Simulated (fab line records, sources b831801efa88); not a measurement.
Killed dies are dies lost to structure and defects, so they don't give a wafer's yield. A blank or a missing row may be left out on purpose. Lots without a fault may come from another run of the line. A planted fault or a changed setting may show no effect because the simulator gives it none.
fab line records | flow sky130
record lots=13 wafers=39 last_day=49
route steps=708 shown NWELL@34 VT_ADJUST_LVTN@117 VT_ADJUST_NCORE@129 VT_ADJUST_PCH@152
lots that met no fault: from a run of the same line without faults
start_h: hours from the record's first day to the start of the lot's first wafer shown | wait_h: hours since the lot's step before | " the same as in the row above | L1.1+2: a row that stands for several wafers | - no value, or no start given | * or withheld: withheld | < > ~ a bound
route shown NAME@n: a module of which the file shows steps, and the number in the route of the first | usual: mean/standard deviation of fault-free wafers | same: alike in all rows | chamber/n: place in a boat | sites: the reading at each site | _std_site: their standard deviation | _edge_site: outer sites' mean less inner sites' | radius_mm: how far each site lies from the wafer's centre | mask NAME#n: copy n | behind: the tool/chamber that last shaped the wafer | hold: why the lot was held/for how many hours/how that ended | device: the transistor (n, p or np) that didn't switch | end of line: the same wafers' tests at the end of the route | a step without rows: its recipe alone | killed: dies lost to structure and defects at the first sort, not the wafer's yield | map: a wafer's dies, x killed, . not, _ none there
set.NAME: the setting as run; set.NAME@STEP: as run at that earlier step | model.NAME: the simulator's own value behind a step, which no gauge read
steps of the route over a sample of lots; a table a step, a row a wafer
services: from which hour (start_h, from the record's first day; less than 0 if before it) a tool's chamber was out of use, for how many hours, and why
## steps
# step SKY_NWELL_THK_MEAS_02
# recipe reads=SiO2_of_NWELL_OXIDATION_01
# usual NWELL_OXIDATION_THK=10.02/0.18
# columns lot.wafer tool chamber start_h wait_h NWELL_OXIDATION_THK[nm]
L292.1 film_metro-04 - 35.83 0.0 9.80
L292.2 " - " " 9.88
L292.3 " - " " 9.64
L295.1 film_metro-01 - 54.44 0.0 10.15
L295.2 " - " " 10.20
L295.3 " - " " 10.19
L296.1 film_metro-01 - 58.30 0.0 9.76
L296.2 " - " " 9.88
L296.5 " - " " 9.77
L297.2 film_metro-01 - 63.73 0.0 9.94
L297.3 " - " " 10.26
L297.6 " - " " 10.07
L298.1 film_metro-01 - 65.12 0.0 10.03
L298.2 " - " " 10.08
L298.5 " - " " 10.02
L300.1 film_metro-01 - 83.99 0.0 9.86
L300.3 " - " " 10.05
L300.6 " - " " 9.76
L301.3 film_metro-02 - 92.16 0.0 9.96
L301.4 " - " " 9.91
L301.5 " - " " 10.02
L304.2 film_metro-04 - 101.39 0.0 10.32
L304.3 " - " " 10.33
L304.4 " - " " 10.21
L305.1 film_metro-02 - 105.63 0.0 10.12
L305.3 " - " " 10.01
L305.4 " - " " 10.20
L306.3 film_metro-01 - 110.07 0.0 10.08
L306.4 " - " " 9.89
L306.6 " - " " 9.82
L308.2 film_metro-01 - 120.54 0.0 10.16
L308.3 " - " " 9.90
L308.4 " - " " 9.94
L311.1 film_metro-01 - 135.97 0.0 9.93
L311.3 " - " " 9.90
L311.5 " - " " 9.99
L312.2 film_metro-01 - 140.05 0.0 10.27
L312.3 " - " " 10.14
L312.5 " - " " 10.44
# step SKY_NWELL_OVL_MEAS_23
# usual NWELL_01_OVL=-0.1/1.4
# columns lot.wafer tool chamber start_h wait_h NWELL_01_OVL[nm]
L292.1 overlay-01 - 101.62 - 0.6
L292.2 " - " " 1.2
L292.3 " - " " 0.1
L295.1 overlay-01 - 122.81 - 0.0
L295.2 " - " " 1.3
L295.3 " - " " 1.4
L296.1 overlay-01 - 129.57 - -1.0
L296.2 " - " " -1.5
L296.5 " - " " -0.6
L297.2 overlay-02 - 134.37 - -0.3
L297.3 " - " " -0.2
L297.6 " - " " 0.1
L298.1 overlay-01 - 135.32 - -0.7
L298.2 " - " " 0.6
L298.5 " - " " -1.6
L300.1 overlay-02 - 157.69 - -1.3
L300.3 " - " " -0.6
L300.6 " - " " -2.0
L301.3 overlay-02 - 167.83 - -1.1
L301.4 " - " " 1.7
L301.5 " - " " 1.3
L304.2 overlay-01 - 177.32 - -0.1
L304.3 " - " " -0.1
L304.4 " - " " -0.9
L305.1 overlay-01 - 182.71 - -0.8
L305.3 " - " " -0.6
L305.4 " - " " -2.3
L306.3 overlay-01 - 188.22 - -1.0
L306.4 " - " " 0.2
L306.6 " - " " -1.1
L308.2 overlay-01 - 200.07 - 0.4
L308.3 " - " " 0.1
L308.4 " - " " 0.7
L312.2 overlay-02 - 224.18 - 1.6
L312.3 " - " " 0.1
L312.5 " - " " 0.2
L311.1 overlay-02 - 229.72 - -0.6
L311.3 " - " " -1.3
L311.5 " - " " 1.5
# step SKY_VT_ADJUST_LVTN_STRIP_20
# recipe chemistry=O2/N2 power_w=1400 pressure_mtorr=1500 platen_temp_c=withheld o2_flow_sccm=3000 n2_flow_sccm=300 overash_fraction=0.5
# usual drypump_motor_current_A=5.7/0.44 oes_product_au=0.716/0.0047 strip_time_to_endpoint_s=14.20/0.043
# columns lot.wafer tool chamber start_h wait_h drypump_motor_current_A oes_product_au rf_hours_counter_h strip_time_to_endpoint_s
L292.1 plasma_asher-02 1 158.18 0.1 5.8 0.716 3 14.17
L292.2 " 0 " " 4.8 0.717 3 14.19
L292.3 " 0 " " 4.8 0.720 - 14.17
L295.1 plasma_asher-02 1 182.53 0.1 5.8 0.714 6 14.25
L295.2 " 0 " " 4.8 0.719 6 14.24
L295.3 " 0 " " 4.8 0.712 - 14.26
L296.1 plasma_asher-04 1 190.81 0.1 6.0 0.714 50 14.20
L296.2 " 0 " " 6.0 0.718 50 14.27
L296.5 " 1 " " 5.9 0.721 - 14.23
L297.2 plasma_asher-04 0 197.13 0.1 6.0 0.721 51 14.20
L297.3 " 1 " " 5.9 0.721 - 14.21
L297.6 " 0 " " 6.0 0.713 - 14.19
L298.1 plasma_asher-03 1 197.55 0.1 6.2 0.711 54 14.24
L298.2 " 0 " " 5.7 0.724 54 14.24
L298.5 " 0 " " 5.6 0.721 - 14.26
L300.1 plasma_asher-04 1 222.85 0.1 5.9 0.714 53 14.29
L300.3 " 0 " " 6.0 0.719 - 14.22
L300.6 " 1 " " 5.9 0.721 - 14.26
L301.3 plasma_asher-03 0 232.46 0.1 5.7 0.726 - 14.22
L301.4 " 1 " " 6.1 0.717 - 14.25
L301.5 " 0 " " 5.7 0.719 - 14.23
L304.2 plasma_asher-03 1 244.58 0.1 6.2 0.721 59 14.22
L304.3 " 0 " " 5.6 0.707 - 14.22
L304.4 " 1 " " 6.2 0.717 - 14.21
L305.1 plasma_asher-03 0 249.96 0.1 5.6 0.713 60 14.14
L305.3 " 1 " " 6.2 0.713 - 14.18
L305.4 " 0 " " 5.7 0.711 - 14.19
L306.3 plasma_asher-03 1 257.11 0.1 6.1 0.724 - 14.19
L306.4 " 0 " " 5.7 0.722 - 14.18
L306.6 " 0 " " 5.7 0.716 - 14.15
L308.2 plasma_asher-02 1 270.46 0.1 5.8 0.715 14 14.21
L308.3 " 0 " " 4.8 0.710 - 14.18
L308.4 " 1 " " 5.8 0.712 - 14.23
L312.2 plasma_asher-02 0 296.75 0.1 4.8 0.922 16 -
L312.3 " 1 " " 5.8 0.915 - -
L312.5 " 0 " " 4.8 0.911 - -
L311.1 plasma_asher-04 1 302.68 0.1 5.9 0.718 61 14.12
L311.3 " 0 " " 6.0 0.718 - 14.19
L311.5 " 0 " " 6.0 0.717 - 14.09
# step SKY_VT_ADJUST_NCORE_STRIP_10
# recipe chemistry=O2/N2 power_w=1400 pressure_mtorr=1500 platen_temp_c=withheld o2_flow_sccm=3000 n2_flow_sccm=300 overash_fraction=0.5
# usual drypump_motor_current_A=5.8/0.41 oes_product_au=0.716/0.0048 strip_time_to_endpoint_s=14.19/0.036
# columns lot.wafer tool chamber start_h wait_h drypump_motor_current_A oes_product_au rf_hours_counter_h strip_time_to_endpoint_s
L292.1 plasma_asher-03 0 179.17 0.1 5.6 0.716 53 14.17
L292.2 " 1 " " 6.1 0.707 53 14.20
L292.3 " 1 " " 6.2 0.717 - 14.14
L295.1 plasma_asher-02 1 204.07 0.1 5.8 0.719 7 14.19
L295.2 " 0 " " 4.8 0.706 7 14.20
L295.3 " 0 " " 4.8 0.712 - 14.16
L296.1 plasma_asher-03 0 211.98 0.1 5.6 0.715 56 14.19
L296.2 " 1 " " 6.2 0.722 56 14.14
L296.5 " 1 " " 6.1 0.717 - 14.21
L297.2 plasma_asher-01 1 218.68 0.1 5.6 0.721 41 14.24
L297.3 " 1 " " 5.6 0.721 - 14.19
L297.6 " 0 " " 6.3 0.717 - 14.23
L298.1 plasma_asher-02 0 219.57 0.1 4.8 0.713 9 14.29
L298.2 " 1 " " 5.8 0.713 9 14.24
L298.5 " 0 " " 4.8 0.725 - 14.23
L300.1 plasma_asher-02 1 245.47 0.1 5.8 0.715 12 14.26
L300.3 " 0 " " 4.8 0.723 - 14.16
L300.6 " 0 " " 4.8 0.720 - 14.20
L301.3 plasma_asher-03 0 256.10 0.1 5.7 0.717 - 14.16
L301.4 " 1 " " 6.2 0.721 - 14.13
L301.5 " 0 " " 5.6 0.722 - 14.19
L304.2 plasma_asher-01 0 269.22 0.1 6.3 0.718 46 14.23
L304.3 " 0 " " 6.3 0.712 - 14.22
L304.4 " 1 " " 5.7 0.714 - 14.18
L305.1 plasma_asher-03 1 274.07 0.1 6.2 0.709 62 14.16
L305.3 " 0 " " 5.7 0.704 - 14.13
L305.4 " 1 " " 6.1 0.713 - 14.14
L306.3 plasma_asher-01 1 281.46 0.1 5.6 0.717 - 14.22
L306.4 " 0 " " 6.3 0.723 - 14.18
L306.6 " 1 " " 5.6 0.722 - 14.20
L308.2 plasma_asher-01 0 296.27 0.1 6.3 0.722 49 14.22
L308.3 " 1 " " 5.6 0.712 - 14.18
L308.4 " 0 " " 6.3 0.709 - 14.25
L312.2 plasma_asher-01 0 322.02 0.1 6.3 0.716 51 23.46
L312.3 " 0 " " 6.3 0.715 - 23.48
L312.5 " 0 " " 6.3 0.720 - 23.48
L311.1 plasma_asher-03 0 328.17 0.1 5.7 0.722 68 14.17
L311.3 " 0 " " 5.7 0.712 - 14.19
L311.5 " 0 " " 5.7 0.720 - 14.19
# step SKY_VT_ADJUST_NCORE_TW_MEAS_11
# usual VT_ADJUST_NCORE_TW=220.3/1.5
# columns lot.wafer tool chamber start_h wait_h VT_ADJUST_NCORE_TW
L292.1 film_metro-03 - 179.27 0.1 219.1
L292.2 " - " " 219.5
L292.3 " - " " 217.7
L295.1 film_metro-03 - 204.17 0.1 219.0
L295.2 " - " " 219.4
L295.3 " - " " 219.3
L296.1 film_metro-04 - 212.08 0.1 219.5
L296.2 " - " " 219.2
L296.5 " - " " 219.7
L297.2 film_metro-02 - 218.79 0.1 222.3
L297.3 " - " " 222.2
L297.6 " - " " 222.9
L298.1 film_metro-04 - 219.67 0.1 218.8
L298.2 " - " " 219.8
L298.5 " - " " 220.3
L300.1 film_metro-04 - 245.57 0.1 219.8
L300.3 " - " " 219.6
L300.6 " - " " 221.0
L301.3 film_metro-02 - 256.19 0.1 222.6
L301.4 " - " " 221.6
L301.5 " - " " 221.8
L304.2 film_metro-04 - 269.33 0.1 220.8
L304.3 " - " " 220.2
L304.4 " - " " 219.3
L305.1 film_metro-02 - 274.17 0.1 220.7
L305.3 " - " " 220.9
L305.4 " - " " 221.6
L306.3 film_metro-03 - 281.55 0.1 218.0
L306.4 " - " " 219.2
L306.6 " - " " 218.4
L308.2 film_metro-04 - 296.38 0.1 220.4
L308.3 " - " " 220.9
L308.4 " - " " 220.7
L312.2 film_metro-02 - 322.13 0.1 30.4
L312.3 " - " " 30.2
L312.5 " - " " 30.5
L311.1 film_metro-04 - 328.27 0.1 219.9
L311.3 " - " " 220.3
L311.5 " - " " 220.1
# step SKY_VT_ADJUST_PCH_STRIP_09
# recipe chemistry=O2/N2 power_w=1400 pressure_mtorr=1500 platen_temp_c=withheld o2_flow_sccm=3000 n2_flow_sccm=300 overash_fraction=0.5
# usual drypump_motor_current_A=5.8/0.42 oes_product_au=0.722/0.0041 strip_time_to_endpoint_s=36.94/0.098
# columns lot.wafer tool chamber start_h wait_h drypump_motor_current_A oes_product_au rf_hours_counter_h strip_time_to_endpoint_s
L292.1 plasma_asher-01 1 223.13 0.1 5.6 0.721 42 37.13
L292.2 " 0 " " 6.3 0.727 42 37.07
L292.3 " 0 " " 6.3 0.726 - 37.05
L295.1 plasma_asher-04 1 249.49 0.1 5.9 0.725 56 36.87
L295.2 " 0 " " 6.0 0.716 56 36.98
L295.3 " 1 " " 5.9 0.723 - 36.89
L296.1 plasma_asher-04 0 258.03 0.1 6.0 0.717 57 37.01
L296.2 " 1 " " 5.9 0.722 57 36.87
L296.5 " 0 " " 6.0 0.719 - 37.00
L297.2 plasma_asher-01 1 264.90 0.1 5.6 0.716 46 36.88
L297.3 " 1 " " 5.7 0.730 - 36.99
L297.6 " 1 " " 5.6 0.723 - 36.93
L298.1 plasma_asher-02 1 266.70 0.1 5.8 0.722 13 37.07
L298.2 " 0 " " 4.8 0.722 13 36.94
L298.5 " 0 " " 4.8 0.721 - 37.01
L300.1 plasma_asher-04 1 295.85 0.1 5.9 0.727 60 36.81
L300.3 " 0 " " 6.0 0.721 - 36.75
L300.6 " 1 " " 5.9 0.720 - 36.88
L301.3 plasma_asher-01 0 305.63 0.1 6.3 0.725 - 36.96
L301.4 " 1 " " 5.6 0.717 - 36.96
L301.5 " 1 " " 5.6 0.722 - 36.97
L304.2 plasma_asher-02 0 319.73 0.1 4.8 0.724 18 36.90
L304.3 " 0 " " 4.8 0.715 - 37.07
L304.4 " 1 " " 5.9 0.723 - 37.13
L305.1 plasma_asher-04 0 325.17 0.1 6.0 0.725 64 37.00
L305.3 " 0 " " 6.0 0.731 - 37.05
L305.4 " 1 " " 5.9 0.723 - 36.99
L306.3 plasma_asher-01 1 332.83 0.1 5.6 0.713 - 36.95
L306.4 " 0 " " 6.3 0.718 - 37.04
L306.6 " 1 " " 5.6 0.715 - 36.89
L308.2 plasma_asher-01 0 348.12 0.1 6.3 0.723 53 36.88
L308.3 " 0 " " 6.3 0.725 - 36.80
L308.4 " 1 " " 5.6 0.720 - 36.92
L312.2 plasma_asher-01 1 377.25 0.1 5.6 0.728 56 36.92
L312.3 " 1 " " 5.6 0.715 - 37.01
L312.5 " 0 " " 6.3 0.729 - 36.90
L311.1 plasma_asher-02 1 384.30 0.1 5.8 0.720 24 36.96
L311.3 " 0 " " 4.8 0.716 - 36.94
L311.5 " 0 " " 4.8 0.723 - 36.97
## services
# columns tool chamber start_h hours kind
plasma_asher-04 - 162.89 1.0 repair
plasma_asher-04 - 242.49 2.6 repair
plasma_asher-02 - 282.42 6.6 repair
plasma_asher-02 - 310.47 1.7 repair
plasma_asher-02 - 324.24 2.8 pm
plasma_asher-01 - 328.39 4.3 pm
plasma_asher-02 - 332.69 6.3 repair
plasma_asher-04 - 342.05 1.4 repair
## key
first_sign step=SKY_VT_ADJUST_LVTN_STRIP_20 reading=oes_product_au direction=up sigmas=42 usual=0.716 struck=0.916
effect step=SKY_VT_ADJUST_NCORE_STRIP_10 reading=strip_time_to_endpoint_s direction=up sigmas=99+ usual=* struck=*
effect step=SKY_VT_ADJUST_NCORE_TW_MEAS_11 reading=VT_ADJUST_NCORE_TW direction=down sigmas=99+ usual=220.3 struck=30.4
met_at SKY_VT_ADJUST_LVTN_STRIP_20
struck_lots L312
rows_end L312.2,L312.3,L312.5
not_acting_at SKY_NWELL_THK_MEAS_02,SKY_NWELL_OVL_MEAS_23,SKY_VT_ADJUST_PCH_STRIP_09
onset_between 270.46 296.75
fault kind=strip_aborted tool=plasma_asher-02 chamber=- onset_h=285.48 steps=SKY_VT_ADJUST_LVTN_STRIP_20 offset=0.78295 end_h=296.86
# rows_end: these wafers met a further fault down the route, and their rows from its step on are left out
